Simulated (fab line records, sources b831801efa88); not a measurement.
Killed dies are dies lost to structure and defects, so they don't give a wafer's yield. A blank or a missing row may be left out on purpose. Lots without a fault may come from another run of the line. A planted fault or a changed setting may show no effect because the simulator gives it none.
A struck lot beside a sound one | flow sky130 | 15 steps out of a route of 708
Sound: wafers L939.3, L939.5, L939.6. Struck: wafers L941.1, L941.3, L941.5. The cause comes at the end.
At each step with rows: each side's tool, then ch and its chambers, then its first start. Under that, the readings that differ: sound wafers | struck wafers | difference of the means | sigmas: that difference in standard deviations of wafers without a fault.
alike: readings whose means differ by less than 2 such deviations, and words and numbers that are the same on both sides. not compared: withheld readings, readings that some wafer has no value for, bounds like >300 that may hide the same value, and numbers for which the record gives no deviation and whose values overlap.
The two part at a step that has a row with sigmas, a row that says differs or no value, or rows on one side only. Numbers that don't overlap but have no deviation are shown without sigmas and don't part them. A reading that every wafer of one side lacks parts them only if that side has two wafers or more.

first, 4 steps without rows for these wafers: SKY_RES_XHIGH_EXPOSE_04 (exposes mask URPM, target cd 1270 nm); SKY_RES_XHIGH_PEB_05; SKY_RES_XHIGH_DEVELOP_06 (develop time 60 s); SKY_RES_XHIGH_IMPLANT_07.
SKY_RES_XHIGH_STRIP_08: strips in O2/N2.
  sound on plasma_asher-02 ch 0,1, day 33 09:46; struck on plasma_asher-01 ch 0, day 33 22:47
  alike: drypump_motor_current_A, n2_flow_sccm, oes_product_au, strip_time_to_endpoint_s
  not compared: rf_hours_counter_h
SKY_RES_XHIGH_TW_MEAS_09:
  sound on film_metro-02, day 33 09:51; struck on film_metro-04, day 33 22:53
  reading      | sound          | struck         | difference | sigmas
  RES_XHIGH_TW | 1613 1612 1611 | 1659 1643 1649 | +38        | +2
then, 3 steps without rows for these wafers: SKY_SD_N_DEHYDRATE_00 (time 60 s); SKY_SD_N_HMDS_01 (prime time 60 s); SKY_SD_N_COAT_02 (resist thk 1140 nm).
SKY_SD_N_SOFTBAKE_03: time 61.49 s.
  sound on litho_track-04 ch 0, day 33 22:22; struck on litho_track-01 ch 0, day 34 12:14
  alike: plate_sensor_t_centre_C, plate_sensor_t_edge_C
then, 2 steps without rows for these wafers: SKY_SD_N_EXPOSE_04 (exposes mask NSDM, target cd 380 nm); SKY_SD_N_PEB_05.
SKY_SD_N_DEVELOP_06: develop time 60 s.
  sound on litho_track-01 ch 0, day 34 11:41; struck on litho_track-04 ch 0, day 35 01:16
SKY_SD_N_CD_MEAS_07: target cd 380 nm.
  sound on cd_sem-01, day 34 11:50; struck on cd_sem-02, day 35 01:43
  reading    | sound             | struck            | difference | sigmas
  cd_nm (nm) | 380.0 380.6 378.3 | 232.9 231.0 231.5 | -147.8     | -62
  not compared: hold
then, 1 step without rows for these wafers: SKY_PAD_OPEN_PROBE_99.

WHERE THEY PART
First at SKY_RES_XHIGH_TW_MEAS_09; last, within this record, at SKY_SD_N_CD_MEAS_07.

WHY: what the simulator had put in
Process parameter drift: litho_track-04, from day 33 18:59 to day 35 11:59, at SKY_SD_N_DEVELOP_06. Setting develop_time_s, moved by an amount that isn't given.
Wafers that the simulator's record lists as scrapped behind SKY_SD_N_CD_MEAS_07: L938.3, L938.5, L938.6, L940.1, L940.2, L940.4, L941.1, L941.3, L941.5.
